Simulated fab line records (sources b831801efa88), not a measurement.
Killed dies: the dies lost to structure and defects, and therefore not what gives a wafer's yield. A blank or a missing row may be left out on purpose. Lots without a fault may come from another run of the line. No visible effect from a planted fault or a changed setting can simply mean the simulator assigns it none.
Struck lot and sound lot, side by side + flow sky130 + 22 steps out of a route of 708
Sound: wafers L602.2, L602.5, L602.6. Wafers struck: L616.3, L616.4, L616.6. The cause comes at the end.
Each step with rows lists, per side, the tool, then ch with its chambers, then its first start. Under that, the readings that differ: sound wafers + struck wafers + difference of the means + sigmas: that difference in standard deviations of wafers without a fault.
alike: same words and numbers on both sides, and readings whose means sit less than 2 such deviations apart. not compared: any withheld reading, any reading some wafer has no value for, any bound like >300 that may hide the same value, and any number with overlapping values for which the record gives no deviation.
Wherever a step has rows on one side only, a row that says differs or no value, or a row with sigmas, the two part there. Numbers that don't overlap but have no deviation are shown without sigmas and don't part them. Lack of a reading on every wafer of one side parts them only where that side has two or more wafers.

first, 1 step without rows for these wafers: SKY_LOCAL_INTERCONNECT_CLEAN_18 (cleans in O3/DIW).
SKY_CONTACT_CVD_00: deposits Si3N4, target thk 75 nm.
  sound on pecvd-04 ch 0,2, day 30 15:13; struck on pecvd-01 ch 0,1,2, day 34 16:32
  alike: heaterPowerW
SKY_CONTACT_THK_MEAS_01:
  sound on filmMetro-01, day 30 15:15; struck on filmMetro-03, day 34 16:36
  alike: CONTACT_CVD_00_THK
then, 1 step without rows for these wafers: SKY_CONTACT_HDPCVD_02 (deposits SiO2, target thk 565 nm, time 94.2 s).
SKY_CONTACT_THK_MEAS_03:
  sound on filmMetro-03, day 30 15:23; struck on filmMetro-04, day 34 16:44
  alike: CONTACT_HDPCVD_THK
SKY_CONTACT_CMP_04: polishes SiO2.
  sound on cmp-02 ch 1,2,3, day 30 15:32; struck on cmp-02 ch 0,1,2, day 34 16:49
  alike: motorCurrentA, timeToEndpointS
SKY_CONTACT_BOW_MEAS_05:
  sound on filmMetro-01, day 30 15:45; struck on filmMetro-04, day 34 17:07
| reading          | sound    | struck   | difference | sigmas |
|------------------|----------|----------|------------|--------|
| CONTACT_BOW (um) | 84 65 82 | 95 96 91 | +17        | +2     |
then, 5 steps without rows for these wafers: SKY_CONTACT_DEHYDRATE_06 (time 60 s); SKY_CONTACT_HMDS_07 (prime time 60 s); SKY_CONTACT_COAT_08 (resist thk 60 nm); SKY_CONTACT_COAT_09 (resist thk 450 nm); SKY_CONTACT_SOFTBAKE_10 (time 90 s).
SKY_CONTACT_EXPOSE_11: exposes mask CTM1, target cd 170 nm.
  sound on krfScanner-02 ch 0, day 31 05:56; struck on krfScanner-01 ch 0, day 35 06:13
  alike: mask
then, 2 steps without rows for these wafers: SKY_CONTACT_PEB_12; SKY_CONTACT_DEVELOP_13 (develop time 60 s).
SKY_CONTACT_CD_MEAS_14 targets a cd of 170 nm.
  sound on cdSem-01, day 31 18:52; struck on cdSem-01, day 35 17:52
| reading   | sound             | struck          | difference | sigmas |
|-----------|-------------------|-----------------|------------|--------|
| cdNm (nm) | 168.2 169.7 168.5 | 20.7 60.6 168.6 | -85.5      | -45    |
SKY_CONTACT_OVL_MEAS_15:
  sound on overlay-01, day 31 18:58; struck on overlay-02, day 35 17:57
  alike: CONTACT_OVL
SKY_CONTACT_ETCH_16: etches BARC in N2/H2, stops on SiO2, time 45.9 s, target depth 60 nm.
  sound on rieDiel-04 ch 2,3, day 31 19:00; struck on rieDiel-01 ch 0,2, day 35 17:59
  alike: drypumpMotorCurrentA, oesProductAu, throttleValvePct
  not compared: rfHoursCounterH, model.CONTACT.cdNm
SKY_CONTACT_ETCH_17: etches SiO2 in C4F8/O2/Ar, stops on Si3N4, target depth 340 nm.
  sound on rieDiel-04 ch 2,3, day 31 19:03; struck on rieDiel-01 ch 0,2, day 35 18:01
  alike: oesProductAu
SKY_CONTACT_ETCH_18: etches Si3N4 in CHF3/O2, stops on TiN, time 39 s, target depth 75 nm.
  sound: rieDiel-04 ch 2,3; struck: rieDiel-01 ch 0,2
  alike: O2_flow_sccm, chf3FlowSccm, drypumpMotorCurrentA, oesProductAu, throttleValvePct
  not compared: rfHoursCounterH, model.CONTACT.cdNm
SKY_CONTACT_STRIP_19: strips in O2/N2.
  sound on plasmaAsher-02 ch 0,1, day 31 19:08; struck on plasmaAsher-02 ch 0,1, day 35 18:08
  alike: drypumpMotorCurrentA, oesProductAu, stripTimeToEndpointS
  not compared: rfHoursCounterH
-- the record jumps here: 13 days lie between the struck wafers' starts before and after (it left off in module CONTACT and takes up again in module PAD_OPEN, whose first step shown is number 708 of the route) --
SKY_PAD_OPEN_PROBE_99:
  the record has rows for the struck wafers here (prober-02, day 48 22:04) and none for the sound ones

== WHERE THEY PART ==
Earliest at SKY_CONTACT_BOW_MEAS_05; latest, in this record, at SKY_PAD_OPEN_PROBE_99.

WHY: the cause the simulator had injected
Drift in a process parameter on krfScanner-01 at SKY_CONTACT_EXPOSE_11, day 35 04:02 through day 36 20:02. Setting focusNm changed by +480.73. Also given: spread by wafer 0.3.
